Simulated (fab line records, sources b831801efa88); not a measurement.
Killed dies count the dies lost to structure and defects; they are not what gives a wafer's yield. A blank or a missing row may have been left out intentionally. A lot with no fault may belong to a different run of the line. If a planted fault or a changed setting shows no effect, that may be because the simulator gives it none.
The tool behind it: which one? ; flow sky130 ; 13 lots with 39 wafers sampled at 3 steps, on a route of 708 steps

WHAT EACH GAUGE READ, for each wafer
SKY_PWDE_OVL_MEAS_07. Usual: PWDE_OVL gives -0.8 nm (standard deviation 1.3).
lot;measured;on;PWDE_OVL (nm);flag
L704;day 3 21:10;overlay-01;-0.8 0.6 -1.4;
L705;day 4 05:07;overlay-02;-0.3 1.8 -1.0;
L708;day 5 06:37;overlay-01;-0.9 -2.5 -2.1;
L709;day 5 17:13;overlay-02;-1.8 -1.9 -3.3;
L710;day 5 22:25;overlay-02;- - -;OFF
L713;day 6 07:22;overlay-01;0.6 -0.5 0.3;
L717;day 7 02:28;overlay-02;0.6 1.5 1.7;
L719;day 7 09:07;overlay-01;-1.1 -2.2 -1.3;
L720;day 7 13:34;overlay-01;-2.7 -1.7 -0.4;
L721;day 7 18:10;overlay-02;-0.5 -3.3 -0.7;
L722;day 7 23:07;overlay-01;1.5 -0.2 1.4;
L724;day 8 18:37;overlay-02;-0.4 -2.3 -1.1;
L727;day 9 06:58;overlay-02;-2.0 -2.6 -1.0;

SKY_PWDE_TW_MEAS_10. Usual: PWDE_TW gives 374 (standard deviation 3.3).
lot;measured;on;PWDE_TW;flag
L704;day 3 21:37;film_metro-02;374 373 373;
L705;day 4 05:24;film_metro-04;372 377 375;
L708;day 5 06:55;film_metro-01;370 369 371;
L709;day 5 17:31;film_metro-02;373 373 373;
L710;day 5 22:42;film_metro-04;30 30 30;OFF
L713;day 6 07:39;film_metro-02;370 371 372;
L717;day 7 02:46;film_metro-04;377 376 377;
L719;day 7 09:25;film_metro-04;377 378 376;
L720;day 7 13:50;film_metro-04;376 376 374;
L721;day 7 18:28;film_metro-02;367 371 371;
L722;day 7 23:25;film_metro-04;375 376 374;
L724;day 8 18:55;film_metro-04;377 377 378;
L727;day 9 07:15;film_metro-04;378 378 378;

EACH LOT AND THE TOOL THAT RAN IT (in order: tool; ch and the chambers of the sampled wafers; start)
lot;SKY_PWDE_EXPOSE_04
L704;iline_stepper-02 ch 0, day 3 13:47
L705;iline_stepper-01 ch 0, day 3 21:26
L708;iline_stepper-02 ch 0, day 4 22:40
L709;iline_stepper-02 ch 0, day 5 08:50
L710;iline_stepper-02 ch 0, day 5 13:32
L713;iline_stepper-02 ch 0, day 5 22:13
L717;iline_stepper-02 ch 0, day 6 16:30
L719;iline_stepper-02 ch 0, day 7 00:08
L720;iline_stepper-01 ch 0, day 7 05:05
L721;iline_stepper-02 ch 0, day 7 08:25
L722;iline_stepper-02 ch 0, day 7 13:23
L724;iline_stepper-01 ch 0, day 8 07:43
L727;iline_stepper-01 ch 0, day 8 20:38
- SKY_PWDE_EXPOSE_04: exposes mask PWDEM, target cd 840 nm.

AS READ BY THE TOOLS THEMSELVES (means over the sampled wafers that have a number; for cases with no such wafer, the mark the record gives instead)
SKY_PWDE_EXPOSE_04. Usual: exposure_dose_mJ_cm2 213.98, standard deviation 0.2; focus_offset_nm 0.0 nm, standard deviation 0.53; reticle_temp_C 23.03 C, standard deviation 0.1.
lot;tool;exposure_dose_mJ_cm2;focus_offset_nm (nm);reticle_temp_C (C);flag
L704;iline_stepper-02;214.29;0.0;23.00;
L705;iline_stepper-01;214.23;-0.7;23.03;
L708;iline_stepper-02;214.09;-0.6;23.15;
L709;iline_stepper-02;213.94;0.8;23.05;
L710;iline_stepper-02;213.87;-0.1;23.06;
L713;iline_stepper-02;214.14;0.1;22.97;
L717;iline_stepper-02;214.01;0.0;22.81;
L719;iline_stepper-02;214.15;0.5;23.00;
L720;iline_stepper-01;214.11;-0.4;23.01;
L721;iline_stepper-02;213.93;0.4;23.04;
L722;iline_stepper-02;214.02;0.3;23.00;
L724;iline_stepper-01;214.12;0.2;22.96;
L727;iline_stepper-01;214.05;1.0;22.96;

THE ANSWER, worked out from the rows above alone
Rule: lot off if the mean of its wafers having a number is beyond 3 standard deviations from the usual mean. Also off: a lot with no number at a reading for which 4 or more lots have one. Where the step has rows for the other lots, those lots are counted as sound. First the gauges in route order, then the tools' own readings, where a lot's mean is used as printed above. The first step at which some lot is off is used, and at that step the reading that is off furthest; a lot without a number counts as furthest.
Off: L710, at SKY_PWDE_OVL_MEAS_07 (PWDE_OVL). Without a number there: L710.
If a tool, at a process step before that reading, ran all the lots that are off and no sound lot after the first of them, it fits. The gauges at SKY_PWDE_OVL_MEAS_07 aren't tried: what is off there is off at SKY_PWDE_TW_MEAS_10 too, on other tools, and a gauge's error can't cause that. Not one of the candidates tried fits.

WHAT THE SIMULATOR HAD PUT IN
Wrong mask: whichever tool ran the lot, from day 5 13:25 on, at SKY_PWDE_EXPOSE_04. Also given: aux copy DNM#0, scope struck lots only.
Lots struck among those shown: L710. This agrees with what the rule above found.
